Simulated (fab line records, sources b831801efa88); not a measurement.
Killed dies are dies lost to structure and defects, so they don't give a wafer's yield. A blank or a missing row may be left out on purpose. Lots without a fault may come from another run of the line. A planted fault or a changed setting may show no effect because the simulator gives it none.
Chamber matching | flow gf180mcu | GF_V4_ETCH_16 on rie_diel-03: 3 sister chambers
The step etches BARC in N2/H2. 6 wafers are shown with their chamber, then 7 later ones without.

WAFERS WITH THEIR CHAMBER
wafer  | chamber | drypump_motor_current_A (A) | rf_fwd_power_W (W)
L379.2 | 2       | 5.62                        | 493.6
L381.1 | 1       | 5.74                        | 493.2
L381.3 | 2       | 5.63                        | 498.3
L381.6 | 0       | 5.84                        | 492.4
L394.1 | 1       | 5.74                        | 493.0
L394.4 | 0       | 5.81                        | 492.3

WAFERS WITHOUT THEIR CHAMBER
wafer  | drypump_motor_current_A (A) | rf_fwd_power_W (W)
L394.5 | 5.74                        | 495.6
L397.2 | 5.73                        | 496.2
L397.3 | 5.62                        | 496.5
L397.5 | 5.83                        | 492.2
L400.4 | 5.79                        | 490.2
L400.5 | 5.82                        | 488.0
L400.6 | 5.75                        | 494.8

WHICH CHAMBER EACH WENT THROUGH
wafer  | from the rows above     | in truth
L394.5 | 1                       | 1
L397.2 | 1                       | 1
L397.3 | 2                       | 2
L397.5 | 0                       | 0
L400.4 | can't be placed: 0 or 1 | 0
L400.5 | 0                       | 0
L400.6 | 1                       | 1
Placed correctly: 6 of 7. Can't be placed from these rows: 1 (the true chamber is among the candidates in 1). Placed wrongly: 0.
How it was worked out, from the rows above alone: a wafer's distance from a chamber is the root of the sum, over the readings, of the square of ((its reading less the chamber's mean) divided by the reading's scatter). The wafer belongs to the nearest chamber; if the next one is less than 2 further off, it can't be placed. A chamber's mean is the mean of its shown wafers. The scatter: the root of (the sum of the squares of (reading less its chamber's mean) over the shown wafers, divided by (wafers less chambers)).
